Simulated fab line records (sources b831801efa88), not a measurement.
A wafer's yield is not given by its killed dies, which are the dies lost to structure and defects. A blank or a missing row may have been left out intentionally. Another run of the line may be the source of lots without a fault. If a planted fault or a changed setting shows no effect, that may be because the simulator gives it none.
What tool caused it?	flow sky130	24 lots, 72 wafers sampled, at 6 steps of a route of 708

## WHAT EACH GAUGE READ, for each wafer
SKY_VT_ADJUST_LVTN_OVL_MEAS_18. Usual: VT_ADJUST_LVTN_01_OVL typically reads -0.5 nm, with standard deviation 1.3.
lot	measured	on	VT_ADJUST_LVTN_01_OVL (nm)	flag
L074	day 7 12:29	overlay-02	-3.9 -3.1 -1.9	
L075	day 7 20:26	overlay-01	-1.0 0.5 0.2	
L076	day 8 03:26	overlay-02	-0.6 -0.3 -0.7	
L077	day 8 09:23	overlay-01	-1.2 0.4 0.9	
L078	day 8 18:31	overlay-01	-0.6 -0.9 1.6	
L079	day 9 00:29	overlay-02	-1.4 -2.6 -0.9	
L080	day 9 10:16	overlay-02	-0.6 0.2 -0.4	
L081	day 9 17:40	overlay-02	-0.3 -0.3 -2.2	
L082	day 9 23:04	overlay-02	-1.7 -0.4 0.9	
L083	day 10 05:28	overlay-02	-1.2 -0.1 -0.7	
L084	day 10 12:25	overlay-02	-0.2 0.9 2.5	
L085	day 10 20:16	overlay-01	-0.3 0.6 -2.0	
L086	day 11 02:59	overlay-02	-3.8 -3.6 -1.6	
L087	day 11 07:55	overlay-01	-1.7 -0.5 -1.3	
L088	day 11 13:25	overlay-02	0.9 -0.4 1.7	
L089	day 11 20:31	overlay-01	-2.7 -1.3 -0.2	
L090	day 12 04:32	overlay-02	-0.3 -1.6 -0.4	
L091	day 12 12:49	overlay-01	0.2 0.5 1.2	
L092	day 12 18:12	overlay-02	-0.1 -1.7 -1.0	
L093	day 13 04:26	overlay-02	2.3 -0.9 0.3	
L094	day 13 11:16	overlay-01	-0.9 -0.1 1.4	
L095	day 13 15:04	overlay-02	-0.4 -0.8 -1.5	
L096	day 13 22:06	overlay-01	-1.5 -1.5 -2.8	
L097	day 14 15:23	overlay-01	-0.9 0.6 -0.8	

SKY_VT_ADJUST_NCORE_TW_MEAS_11. Usual: VT_ADJUST_NCORE_TW typically reads 218.9, with standard deviation 2.5.
lot	measured	on	VT_ADJUST_NCORE_TW	flag
L074	day 8 09:07	filmMetro-01	219.6 219.6 220.0	
L075	day 8 16:56	filmMetro-02	220.8 221.4 221.9	
L076	day 9 01:29	filmMetro-01	220.3 221.5 221.5	
L077	day 9 07:05	filmMetro-04	214.4 214.5 216.1	
L078	day 9 16:06	filmMetro-02	221.1 221.4 219.8	
L079	day 9 22:40	filmMetro-04	215.6 214.5 214.3	
L080	day 10 09:11	filmMetro-01	221.3 219.8 220.6	
L081	day 10 16:35	filmMetro-04	215.0 214.7 215.7	
L082	day 10 23:02	filmMetro-04	216.6 215.9 215.5	
L083	day 11 05:25	filmMetro-02	221.9 220.8 219.5	
L084	day 11 12:25	filmMetro-01	220.9 220.8 220.8	
L085	day 11 20:01	filmMetro-02	221.6 220.7 221.1	
L086	day 12 03:22	filmMetro-02	221.1 221.1 220.8	
L087	day 12 07:39	filmMetro-01	219.5 219.4 219.1	
L088	day 12 13:52	filmMetro-04	216.2 216.4 214.9	
L089	day 12 21:52	filmMetro-02	221.5 220.4 220.0	
L090	day 13 06:11	filmMetro-02	220.9 220.8 220.4	
L091	day 13 14:16	filmMetro-01	220.0 220.1 220.3	
L092	day 13 20:38	filmMetro-04	214.2 214.8 214.6	
L093	day 14 06:16	filmMetro-02	220.5 221.6 221.7	
L094	day 14 13:58	filmMetro-02	219.6 220.0 219.9	
L095	day 14 18:28	filmMetro-01	219.6 218.9 219.7	
L096	day 15 00:44	filmMetro-01	219.2 219.5 219.8	
L097	day 15 18:19	filmMetro-04	215.5 215.5 216.1	

## EACH LOT AND THE TOOL THAT RAN IT (in order: tool; ch and the chambers of the sampled wafers; start)
lot	SKY_FIELD_ISO_STRIP_16	SKY_FIELD_ISO_ETCH_17	SKY_DNWELL_STRIP_08	SKY_NWELL_RTA_28
L074	plasmaAsher-04 ch 0,1, day 2 03:55	rieSi-02 ch 0,1,3, day 2 04:01	plasmaAsher-01 ch 0,1, day 3 02:04	rtpAnneal-01 ch 0, day 5 04:27
L075	plasmaAsher-04 ch 0, day 2 10:07	rieSi-01 ch 0,2, day 2 10:13	plasmaAsher-04 ch 0, day 3 08:05	rtpAnneal-01 ch 0, day 5 12:11
L076	plasmaAsher-04 ch 0,1, day 2 16:10	rieSi-01 ch 2,3, day 2 16:13	plasmaAsher-01 ch 0,1, day 3 14:44	rtpAnneal-01 ch 0, day 5 18:28
L077	plasmaAsher-03 ch 0,1, day 2 19:32	rieSi-02 ch 0,1,2, day 2 19:38	plasmaAsher-03 ch 0,1, day 3 18:34	rtpAnneal-02 ch 0, day 5 22:53
L078	plasmaAsher-03 ch 0,1, day 3 03:34	rieSi-01 ch 1,2,3, day 3 03:40	plasmaAsher-03 ch 0,1, day 4 01:28	rtpAnneal-02 ch 0, day 6 07:13
L079	plasmaAsher-03 ch 0,1, day 3 07:32	rieSi-02 ch 1,2,3, day 3 07:38	plasmaAsher-04 ch 0,1, day 4 06:20	rtpAnneal-02 ch 0, day 6 11:30
L080	plasmaAsher-03 ch 0,1, day 3 13:35	rieSi-02 ch 0,1,2, day 3 13:41	plasmaAsher-04 ch 0,1, day 4 13:20	rtpAnneal-01 ch 0, day 6 20:07
L081	plasmaAsher-04 ch 0,1, day 3 17:43	rieSi-02 ch 0,1,3, day 3 17:49	plasmaAsher-01 ch 0,1, day 4 18:41	rtpAnneal-01 ch 0, day 7 02:53
L082	plasmaAsher-02 ch 0,1, day 3 22:34	rieSi-02 ch 1,3, day 3 22:40	plasmaAsher-03 ch 0,1, day 4 23:10	rtpAnneal-02 ch 0, day 7 06:47
L083	plasmaAsher-02 ch 0,1, day 4 02:41	rieSi-01 ch 0,1,3, day 4 02:47	plasmaAsher-01 ch 0,1, day 5 03:32	rtpAnneal-02 ch 0, day 7 12:17
L084	plasmaAsher-03 ch 0,1, day 4 10:13	rieSi-02 ch 2,3, day 4 10:19	plasmaAsher-03 ch 0,1, day 5 10:56	rtpAnneal-01 ch 0, day 7 19:56
L085	plasmaAsher-02 ch 0,1, day 4 13:29	rieSi-01 ch 0,1,2, day 4 13:35	plasmaAsher-01 ch 0,1, day 5 15:26	rtpAnneal-02 ch 0, day 8 01:38
L086	plasmaAsher-02 ch 1, day 4 22:11	rieSi-01 ch 1,2,3, day 4 22:17	plasmaAsher-04 ch 0, day 5 21:31	rtpAnneal-01 ch 0, day 8 07:37
L087	plasmaAsher-03 ch 0, day 5 00:44	rieSi-02 ch 1,3, day 5 00:50	plasmaAsher-03 ch 1, day 6 00:43	rtpAnneal-02 ch 0, day 8 12:01
L088	plasmaAsher-04 ch 0, day 5 06:08	rieSi-01 ch 2,3, day 5 06:14	plasmaAsher-03 ch 0,1, day 6 06:46	rtpAnneal-01 ch 0, day 8 17:06
L089	plasmaAsher-03 ch 0,1, day 5 10:05	rieSi-02 ch 1,2,3, day 5 10:11	plasmaAsher-03 ch 0,1, day 6 10:47	rtpAnneal-02 ch 0, day 8 23:47
L090	plasmaAsher-04 ch 0, day 5 16:32	rieSi-01 ch 0,1,3, day 5 16:38	plasmaAsher-01 ch 0,1, day 6 17:59	rtpAnneal-02 ch 0, day 9 08:05
L091	plasmaAsher-04 ch 0,1, day 5 20:26	rieSi-02 ch 0,1, day 5 20:32	plasmaAsher-01 ch 0,1, day 6 23:29	rtpAnneal-02 ch 0, day 9 14:11
L092	plasmaAsher-02 ch 0,1, day 6 00:52	rieSi-01 ch 0,3, day 6 00:55	plasmaAsher-03 ch 0,1, day 7 05:08	rtpAnneal-01 ch 0, day 9 20:01
L093	plasmaAsher-02 ch 0,1, day 6 09:08	rieSi-01 ch 1,2,3, day 6 09:14	plasmaAsher-03 ch 0,1, day 7 12:07	rtpAnneal-02 ch 0, day 10 03:58
L094	plasmaAsher-02 ch 0,1, day 6 12:24	rieSi-01 ch 0,1, day 6 12:30	plasmaAsher-01 ch 0,1, day 7 15:47	rtpAnneal-02 ch 0, day 10 09:18
L095	plasmaAsher-02 ch 0,1, day 6 17:22	rieSi-02 ch 0,2,3, day 6 17:28	plasmaAsher-03 ch 0,1, day 7 20:13	rtpAnneal-02 ch 0, day 10 13:27
L096	plasmaAsher-02 ch 0,1, day 6 23:34	rieSi-01 ch 2,3, day 6 23:38	plasmaAsher-04 ch 0,1, day 8 01:02	rtpAnneal-01 ch 0, day 10 19:08
L097	plasmaAsher-03 ch 0,1, day 7 06:35	rieSi-02 ch 0,2,3, day 7 06:41	plasmaAsher-04 ch 1, day 8 13:22	rtpAnneal-02 ch 0, day 11 10:54
- SKY_FIELD_ISO_STRIP_16: strips in O2/N2.
- SKY_FIELD_ISO_ETCH_17: etches Si in HBr/Cl2/O2, target depth 342 nm, time 97.7 s.
- SKY_DNWELL_STRIP_08: strips in O2/N2.
- SKY_NWELL_RTA_28: time 30 s.

## WHAT THE TOOLS THEMSELVES READ (means of the sampled wafers that have a number; where no wafer has one, the mark that the record gives instead)
SKY_FIELD_ISO_STRIP_16. Usual: drypumpMotorCurrentA 5.5 A, standard deviation 0.51; o2FlowSccm 3001 sccm, standard deviation 8.6; oesProductAu 0.378 a.u., standard deviation 0.005; stripTimeToEndpointS 3.550 s, standard deviation 0.028.
lot	tool	drypumpMotorCurrentA (A)	o2FlowSccm (sccm)	oesProductAu (a.u.)	stripTimeToEndpointS (s)	flag
L074	plasmaAsher-04	5.4	2995	0.379	3.556	
L075	plasmaAsher-04	5.6	2996	0.377	3.579	
L076	plasmaAsher-04	5.4	2999	0.377	3.559	
L077	plasmaAsher-03	5.8	2992	0.377	3.531	
L078	plasmaAsher-03	5.6	2996	0.376	3.563	
L079	plasmaAsher-03	5.8	3003	0.384	3.579	
L080	plasmaAsher-03	5.6	3008	0.376	3.539	
L081	plasmaAsher-04	5.2	2996	0.380	3.578	
L082	plasmaAsher-02	5.2	3001	0.380	3.513	
L083	plasmaAsher-02	5.6	3008	0.374	3.503	
L084	plasmaAsher-03	5.9	3010	0.379	3.516	
L085	plasmaAsher-02	5.7	3001	0.372	3.551	
L086	plasmaAsher-02	4.8	3013	0.380	3.585	
L087	plasmaAsher-03	6.1	3007	0.378	3.577	
L088	plasmaAsher-04	5.6	3003	0.376	3.573	
L089	plasmaAsher-03	5.6	2988	0.376	3.564	
L090	plasmaAsher-04	5.6	3006	0.380	3.529	
L091	plasmaAsher-04	5.2	2994	0.382	3.558	
L092	plasmaAsher-02	5.6	2999	0.377	3.539	
L093	plasmaAsher-02	5.2	3004	0.377	3.575	
L094	plasmaAsher-02	5.6	3002	0.378	3.541	
L095	plasmaAsher-02	5.2	3007	0.373	3.555	
L096	plasmaAsher-02	5.2	3008	0.376	3.543	
L097	plasmaAsher-03	5.9	3004	0.377	3.537	

SKY_FIELD_ISO_ETCH_17. Usual: drypumpMotorCurrentA 5.26 A, standard deviation 0.23; oesProductAu 1.002 a.u., standard deviation 0.0065; throttleValvePct 25.655 %, standard deviation 0.01.
lot	tool	drypumpMotorCurrentA (A)	oesProductAu (a.u.)	throttleValvePct (%)	flag
L074	rieSi-02	5.22	0.998	25.649	
L075	rieSi-01	5.03	1.003	25.657	
L076	rieSi-01	5.25	0.999	25.667	
L077	rieSi-02	5.41	1.001	25.654	
L078	rieSi-01	5.29	1.002	25.644	
L079	rieSi-02	5.19	1.000	25.643	
L080	rieSi-02	5.42	0.995	25.669	
L081	rieSi-02	5.22	1.004	25.656	
L082	rieSi-02	5.17	0.998	25.651	
L083	rieSi-01	5.34	1.010	25.643	
L084	rieSi-02	5.19	1.004	25.662	
L085	rieSi-01	5.22	1.005	25.653	
L086	rieSi-01	5.29	1.000	25.651	
L087	rieSi-02	5.18	1.003	25.651	
L088	rieSi-01	5.25	1.009	25.650	
L089	rieSi-02	5.20	1.008	25.643	
L090	rieSi-01	5.34	0.999	25.645	
L091	rieSi-02	5.45	0.999	25.659	
L092	rieSi-01	5.22	0.993	25.656	
L093	rieSi-01	5.30	1.009	25.661	
L094	rieSi-01	5.27	0.997	25.669	
L095	rieSi-02	5.22	1.008	25.654	
L096	rieSi-01	5.11	1.006	25.643	
L097	rieSi-02	5.21	0.998	25.663	

SKY_DNWELL_STRIP_08. Usual: drypumpMotorCurrentA 5.6 A, standard deviation 0.42; o2FlowSccm 3000 sccm, standard deviation 9; oesProductAu 0.722 a.u., standard deviation 0.0042; stripTimeToEndpointS 36.95 s, standard deviation 0.13.
lot	tool	drypumpMotorCurrentA (A)	o2FlowSccm (sccm)	oesProductAu (a.u.)	stripTimeToEndpointS (s)	flag
L074	plasmaAsher-01	5.7	2996	0.725	36.98	
L075	plasmaAsher-04	5.6	2994	0.720	36.96	
L076	plasmaAsher-01	5.5	3007	0.718	36.96	
L077	plasmaAsher-03	5.6	3002	0.725	37.01	
L078	plasmaAsher-03	5.6	3011	0.722	36.93	
L079	plasmaAsher-04	5.4	2994	0.723	37.05	
L080	plasmaAsher-04	5.2	2997	0.725	37.01	
L081	plasmaAsher-01	5.8	2999	0.716	36.90	
L082	plasmaAsher-03	5.6	3007	0.719	36.75	
L083	plasmaAsher-01	5.7	2996	0.720	36.79	
L084	plasmaAsher-03	5.8	3008	0.726	36.99	
L085	plasmaAsher-01	5.5	3008	0.719	37.08	
L086	plasmaAsher-04	5.6	2994	0.722	36.95	
L087	plasmaAsher-03	5.4	2994	0.722	36.77	
L088	plasmaAsher-03	5.9	3001	0.722	36.60	
L089	plasmaAsher-03	5.6	3007	0.722	37.18	
L090	plasmaAsher-01	5.7	3000	0.722	36.78	
L091	plasmaAsher-01	5.5	2989	0.725	37.05	
L092	plasmaAsher-03	5.9	3000	0.725	37.05	
L093	plasmaAsher-03	5.6	3001	0.723	36.98	
L094	plasmaAsher-01	5.5	3007	0.724	37.07	
L095	plasmaAsher-03	5.9	2993	0.727	36.91	
L096	plasmaAsher-04	5.2	3005	0.718	36.98	
L097	plasmaAsher-04	5.0	2993	0.721	36.93	

SKY_NWELL_RTA_28. Usual: lampPowerPct 25.32 %, standard deviation 0.052; wafer_temp_C_max 1054.9, standard deviation 0.83.
lot	tool	lampPowerPct (%)	wafer_temp_C_max	flag
L074	rtpAnneal-01	25.35	1056.2	
L075	rtpAnneal-01	25.32	1055.3	
L076	rtpAnneal-01	25.31	1054.0	
L077	rtpAnneal-02	25.27	1055.0	
L078	rtpAnneal-02	25.29	1054.9	
L079	rtpAnneal-02	25.33	1055.6	
L080	rtpAnneal-01	25.35	1055.0	
L081	rtpAnneal-01	25.30	1055.4	
L082	rtpAnneal-02	25.32	1055.5	
L083	rtpAnneal-02	25.33	1054.4	
L084	rtpAnneal-01	25.28	1054.7	
L085	rtpAnneal-02	25.30	1055.6	
L086	rtpAnneal-01	25.31	1055.1	
L087	rtpAnneal-02	25.31	1055.2	
L088	rtpAnneal-01	25.27	1054.8	
L089	rtpAnneal-02	25.28	1054.6	
L090	rtpAnneal-02	25.30	1054.4	
L091	rtpAnneal-02	25.26	1054.9	
L092	rtpAnneal-01	25.26	1054.1	
L093	rtpAnneal-02	25.31	1055.1	
L094	rtpAnneal-02	25.30	1055.3	
L095	rtpAnneal-02	25.31	1054.3	
L096	rtpAnneal-01	25.35	1055.3	
L097	rtpAnneal-02	25.31	1054.6	

## THE ANSWER, worked out from the rows above alone
Rule: a lot is off if the mean of its wafers that have a number lies more than 3 standard deviations from the usual mean. Also off: a lot with no number at a reading for which 4 or more lots have one. The other lots that the step has rows for count as sound. First the gauges in route order, then the tools' own readings, where a lot's mean is used as printed above. At the first step where some lot is off, the reading lying furthest off is the one used; lots without a number count as furthest.
Across all readings shown, no lot is off: no conclusion can be drawn from this.

## WHAT THE SIMULATOR PUT IN
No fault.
